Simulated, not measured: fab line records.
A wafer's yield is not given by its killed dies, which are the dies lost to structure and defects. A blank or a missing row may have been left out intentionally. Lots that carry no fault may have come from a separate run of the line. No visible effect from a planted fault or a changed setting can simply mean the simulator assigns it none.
The tool behind it: which one? ; flow sky130 ; 33 wafers from 11 lots sampled at 2 of the route's 708 steps

## WHAT EACH GAUGE READ, for each wafer
SKY_NWELL_RS_MEAS_31: measurement is done with a four-point probe.
lot;measured;on;PWDE_RS (ohm/sq)
L770;day 5 20:08;film_metro-04;5268 5282 5288
L771;day 6 01:10;film_metro-01;5290 5281 5287
L773;day 6 06:19;film_metro-02;5275 5268 5254
L777;day 7 07:44;film_metro-02;4948 4953 4953 4957 4956 4952
L778;day 7 18:59;film_metro-01;4948 4951 4957 4952 4964 4955
L781;day 8 10:58;film_metro-01;4991 4984 4975 4984 4969 4966
L785;day 9 14:59;film_metro-01;5265 5256 5274
L788;day 10 14:03;film_metro-01;5300 5304 5306
L790;day 10 14:43;film_metro-04;5302 5307 5295
L789;day 10 23:46;film_metro-01;5276 5297 5289
L791;day 11 07:58;film_metro-04;5264 5251 5235

## EACH LOT AND THE TOOL THAT RAN IT (in order: tool; ch and the chambers of the sampled wafers; start)
lot;SKY_PWDE_IMPLANT_08
L770;implanter-02 ch 0, day 4 07:26
L771;implanter-04 ch 0, day 4 13:04
L773;implanter-04 ch 0, day 4 18:11
L777;implanter-04 ch 0, day 5 17:29
L778;implanter-04 ch 0, day 6 04:17
L781;implanter-04 ch 0, day 6 15:02
L785;implanter-01 ch 0, day 7 20:19
L788;implanter-01 ch 0, day 8 17:17
L790;implanter-01 ch 0, day 8 17:49
L789;implanter-04 ch 0, day 8 23:31
L791;implanter-02 ch 0, day 9 09:44
- SKY_PWDE_IMPLANT_08

## THE ANSWER, worked out from the rows above alone
Rule: the usual values come from the lots themselves. The widest of any qualifying gaps counts: lots, ordered by their means at a reading, are off when they make up no more than a third of the lots, leave a main group of 4 or more, and stand apart from it by 3 or more times the standard deviation of that group's means. Not used: any main group whose means are identical at the precision the tables above print for the reading. A lot without any number at a reading at which 4 lots or more have one is off too. All remaining lots with rows at the step are treated as sound.
Off: L777, L778, L781, at SKY_NWELL_RS_MEAS_31 (PWDE_RS). The main group has a mean of 5280 ohm/sq with a standard deviation of 17.
A tool fits if, at a process step before that reading, it ran every lot that is off, and no sound lot after the first of them. The gauges at SKY_NWELL_RS_MEAS_31 are tried like those tools. No candidate that was tried fits.

## WHAT WAS PUT IN BY THE SIMULATOR
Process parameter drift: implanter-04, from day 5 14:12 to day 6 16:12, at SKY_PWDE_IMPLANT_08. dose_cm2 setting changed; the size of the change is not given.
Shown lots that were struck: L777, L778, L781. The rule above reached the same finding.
